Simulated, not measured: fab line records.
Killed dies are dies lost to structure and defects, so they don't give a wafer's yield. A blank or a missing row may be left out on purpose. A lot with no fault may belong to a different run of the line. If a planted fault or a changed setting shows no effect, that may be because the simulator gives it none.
Commonality check across tools -- flow gf180mcu -- 13 lots and 38 wafers in the sample

## WHY IT WAS OPENED
Of 13 lots, 3 have the reading CONTACT_W_RS flagged at GF_CONTACT_RS_MEAS_25. Wafers without a fault read 0.383 ohm/sq, standard deviation 0.0042.
Rule: a lot is flagged when every wafer of it that has a number lies more than 4 standard deviations from that mean, or none has a number. As for the other lots, they are considered sound.

lot,measured,on,"CONTACT_W_RS (ohm/sq), wafer by wafer",flag
L534,day 16 01:23,film_metro-03,0.381 0.381,
L535,day 16 06:53,film_metro-04,0.380 0.392 0.385,
L537,day 16 20:54,film_metro-04,44.106 44.773 44.101,FLAGGED
L538,day 17 10:25,film_metro-01,45.341 43.892 43.903,FLAGGED
L539,day 17 17:10,film_metro-01,43.206 43.521 44.129,FLAGGED
L546,day 20 16:23,film_metro-01,0.390 0.390 0.393,
L547,day 20 18:34,film_metro-04,0.386 0.390 0.388,
L548,day 21 05:21,film_metro-01,0.380 0.383 0.380,
L550,day 21 21:23,film_metro-04,0.383 0.386 0.386,
L551,day 22 04:52,film_metro-01,0.381 0.380 0.384,
L552,day 22 08:20,film_metro-04,0.388 0.385 0.383,
L554,day 23 08:08,film_metro-03,0.390 0.380 0.390,
L557,day 24 10:48,film_metro-04,0.383 0.379 0.377,
Flagged lots average 44.108 ohm/sq: +43.725 ohm/sq relative to the usual, that is +99 or more standard deviations.

## WHICH TOOL RAN EACH LOT
2 process steps preceding the reading are held in the record, out of 602 steps in the route. Each cell gives the tool, then ch followed by the chambers the sampled wafers passed through, then the start.
lot,flag,GF_SALICIDE_RTA_06,GF_CONTACT_CVD_24
L534,,"rtp_anneal-02 ch 0, day 15 02:38","cvd_w-01 ch 0, day 16 01:16"
L535,,"rtp_anneal-01 ch 0, day 15 07:53","cvd_w-02 ch 0,1, day 16 06:47"
L537,FLAGGED,"rtp_anneal-01 ch 0, day 15 22:07","cvd_w-01 ch 0,1, day 16 20:48"
L538,FLAGGED,"rtp_anneal-01 ch 0, day 16 10:38","cvd_w-02 ch 0, day 17 10:18"
L539,FLAGGED,"rtp_anneal-02 ch 0, day 16 18:10","cvd_w-02 ch 0,1, day 17 17:03"
L546,,"rtp_anneal-01 ch 0, day 19 14:15","cvd_w-02 ch 0,1, day 20 16:17"
L547,,"rtp_anneal-01 ch 0, day 19 16:56","cvd_w-02 ch 0,1, day 20 18:27"
L548,,"rtp_anneal-02 ch 0, day 20 04:32","cvd_w-02 ch 0,1, day 21 05:15"
L550,,"rtp_anneal-01 ch 0, day 20 19:21","cvd_w-02 ch 0,1, day 21 21:16"
L551,,"rtp_anneal-01 ch 0, day 21 03:15","cvd_w-01 ch 0,1, day 22 04:44"
L552,,"rtp_anneal-01 ch 0, day 21 06:40","cvd_w-02 ch 0,1, day 22 08:13"
L554,,"rtp_anneal-02 ch 0, day 22 06:38","cvd_w-01 ch 0,1, day 23 08:02"
L557,,"rtp_anneal-02 ch 0, day 23 10:19","cvd_w-01 ch 0,1, day 24 10:42"
What the steps here do:
- GF_SALICIDE_RTA_06: time 30 s.
- GF_CONTACT_CVD_24: deposits W, target thk 300 nm, time 90.339 s.
- GF_CONTACT_RS_MEAS_25: measures by four-point-probe.

## FLAGGED AGAINST TOTAL, ONE TOOL AT A TIME (gauges that did the reading follow at the end)
step,tool,lots run,flagged,share of the flagged lots,sound lots run after its first flagged lot
GF_SALICIDE_RTA_06,rtp_anneal-01,8,2,some,"5 (L546,L547,L550,L551,L552)"
GF_SALICIDE_RTA_06,rtp_anneal-02,5,1,some,"3 (L548,L554,L557)"
GF_CONTACT_CVD_24,cvd_w-01,5,1,some,"3 (L551,L554,L557)"
GF_CONTACT_CVD_24,cvd_w-02,8,2,some,"5 (L546,L547,L548,L550,L552)"
GF_CONTACT_RS_MEAS_25,film_metro-01,5,2,some,"3 (L546,L548,L551)"
GF_CONTACT_RS_MEAS_25,film_metro-03,2,0,none,-
GF_CONTACT_RS_MEAS_25,film_metro-04,6,1,some,"4 (L547,L550,L552,L557)"

## WHAT THE TABLE ALLOWS
No row of the table ran every flagged lot.

## WHAT WAS PUT IN BY THE SIMULATOR
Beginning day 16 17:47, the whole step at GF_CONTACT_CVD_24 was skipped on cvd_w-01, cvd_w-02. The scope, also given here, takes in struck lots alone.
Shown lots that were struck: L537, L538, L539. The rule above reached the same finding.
